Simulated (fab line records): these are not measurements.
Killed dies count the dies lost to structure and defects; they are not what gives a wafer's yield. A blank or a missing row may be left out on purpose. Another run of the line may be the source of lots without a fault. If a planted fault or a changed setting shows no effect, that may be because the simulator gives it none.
The tool behind it: which one? -- flow gf180mcu -- Sampling: 14 lots, 42 wafers, 4 of 602 route steps

== WHAT EACH GAUGE READ, for each wafer ==
GF_STI_THK_MEAS_02. Usual: for STI_OXIDATION_THK the level is 9.83 nm and the standard deviation is 0.17.
lot,measured,on,STI_OXIDATION_THK (nm),flag
L400,day 1 12:28,film metro-04,9.64 9.76 9.66,
L402,day 1 21:52,film metro-01,9.75 9.78 9.84,
L403,day 2 02:53,film metro-04,9.83 10.03 9.89,
L409,day 3 08:52,film metro-01,9.87 9.82 9.92,
L412,day 4 00:14,film metro-01,9.54 9.54 9.69,
L413,day 4 04:39,film metro-04,9.66 9.89 9.78,
L414,day 4 10:35,film metro-03,9.89 9.84 9.86,
L417,day 5 01:31,film metro-03,9.98 9.94 10.05,
L418,day 5 05:31,film metro-03,9.91 9.99 9.78,
L419,day 5 10:32,film metro-03,9.80 10.03 9.84,
L420,day 5 15:33,film metro-01,10.02 9.85 10.02,
L421,day 5 20:31,film metro-01,9.77 9.74 9.85,
L422,day 6 01:55,film metro-04,9.98 9.84 9.93,
L423,day 6 06:31,film metro-04,9.91 10.01 10.08,

GF_CONTACT_THK_MEAS_03. Usual: for CONTACT_CVD_02_THK the level is 865 nm and the standard deviation is 11.
lot,measured,on,CONTACT_CVD_02_THK (nm),flag
L400,day 15 00:42,film metro-04,846 856 850,
L402,day 15 22:45,film metro-02,867 871 871,
L403,day 16 03:28,film metro-03,860 863 880,
L409,day 18 16:11,film metro-03,856 868 867,
L412,day 19 12:46,film metro-03,864 850 859,
L413,day 19 20:28,film metro-02,867 875 872,
L414,day 20 09:46,film metro-04,856 865 872,
L417,day 21 09:56,film metro-04,846 866 858,
L418,day 21 16:44,film metro-03,866 873 890,
L419,day 22 02:30,film metro-02,864 873 875,
L420,day 22 12:37,film metro-02,870 868 875,
L421,day 22 21:34,film metro-02,869 862 880,
L422,day 23 00:08,film metro-02,862 849 863,
L423,day 23 06:14,film metro-02,864 865 868,

== WHAT TOOL EACH LOT RAN ON (gives the tool, then ch and the chambers of the sampled wafers, and finally the start) ==
lot,GF_HV_LDD_DEVELOP_45,GF_SALICIDE_RTA_08
L400,"litho track-03 ch 0, day 12 05:17","rtp anneal-01 ch 0, day 15 00:25"
L402,"litho track-03 ch 0, day 13 01:08","rtp anneal-02 ch 0, day 15 22:29"
L403,"litho track-03 ch 0, day 13 06:56","rtp anneal-01 ch 0, day 16 03:11"
L409,"litho track-01 ch 0, day 15 13:22","rtp anneal-02 ch 0, day 18 15:55"
L412,"litho track-01 ch 0, day 16 08:45","rtp anneal-01 ch 0, day 19 12:29"
L413,"litho track-01 ch 0, day 16 16:00","rtp anneal-02 ch 0, day 19 20:12"
L414,"litho track-03 ch 0, day 17 04:43","rtp anneal-01 ch 0, day 20 09:30"
L417,"litho track-03 ch 0, day 18 04:55","rtp anneal-01 ch 0, day 21 09:40"
L418,"litho track-04 ch 0, day 18 10:53","rtp anneal-02 ch 0, day 21 16:22"
L419,"litho track-04 ch 0, day 18 19:41","rtp anneal-02 ch 0, day 22 02:14"
L420,"litho track-01 ch 0, day 19 06:14","rtp anneal-02 ch 0, day 22 12:21"
L421,"litho track-01 ch 0, day 19 17:20","rtp anneal-02 ch 0, day 22 21:17"
L422,"litho track-04 ch 0, day 19 19:54","rtp anneal-02 ch 0, day 22 23:52"
L423,"litho track-04 ch 0, day 20 02:20","rtp anneal-02 ch 0, day 23 05:58"
- GF_HV_LDD_DEVELOP_45: develop time 60 s.
- GF_SALICIDE_RTA_08: time 30 s.

== WHAT THE TOOLS THEMSELVES READ (means of the sampled wafers that have a number; where no wafer has one, the mark that the record gives instead) ==
GF_HV_LDD_DEVELOP_45. Usual: developer temp C at 23.00 C, with a standard deviation of 0.092.
lot,tool,developer temp C (C),flag
L400,litho track-03,22.98,
L402,litho track-03,23.11,
L403,litho track-03,22.92,
L409,litho track-01,22.98,
L412,litho track-01,20.75,OFF
L413,litho track-01,20.77,OFF
L414,litho track-03,22.97,
L417,litho track-03,22.92,
L418,litho track-04,23.02,
L419,litho track-04,22.88,
L420,litho track-01,22.98,
L421,litho track-01,22.99,
L422,litho track-04,23.06,
L423,litho track-04,23.01,

GF_SALICIDE_RTA_08. Usual: lamp power pct 18.4 %, standard deviation 0.83; wafer_temp_C_max 803.3, standard deviation 0.67.
lot,tool,lamp power pct (%),wafer_temp_C_max,flag
L400,rtp anneal-01,17.4,803.0,
L402,rtp anneal-02,19.1,803.0,
L403,rtp anneal-01,17.4,802.8,
L409,rtp anneal-02,19.1,803.1,
L412,rtp anneal-01,17.4,803.0,
L413,rtp anneal-02,19.1,804.2,
L414,rtp anneal-01,17.4,803.3,
L417,rtp anneal-01,17.4,803.0,
L418,rtp anneal-02,19.1,803.1,
L419,rtp anneal-02,19.1,803.4,
L420,rtp anneal-02,19.1,803.3,
L421,rtp anneal-02,19.1,804.6,
L422,rtp anneal-02,19.1,803.3,
L423,rtp anneal-02,19.1,803.3,

== THE ANSWER, worked out from the rows above alone ==
Rule: a lot is off if the mean of its wafers that have a number lies more than 3 standard deviations from the usual mean. Also off: a lot with no number at a reading for which 4 or more lots have one. All remaining lots with rows at the step are treated as sound. The gauges are gone through in route order, then the tools' own readings, and for those a lot's mean is taken as printed above. The first step at which some lot is off is used, and at that step the reading that is off furthest; a lot without a number counts as furthest.
Off: L412, L413 (GF_HV_LDD_DEVELOP_45, developer temp C).
A tool fits if, at that step or a process step before it, it ran every lot that is off, and no sound lot after the first of them. No candidate that was tried fits.

== WHAT THE SIMULATOR HAD PUT IN ==
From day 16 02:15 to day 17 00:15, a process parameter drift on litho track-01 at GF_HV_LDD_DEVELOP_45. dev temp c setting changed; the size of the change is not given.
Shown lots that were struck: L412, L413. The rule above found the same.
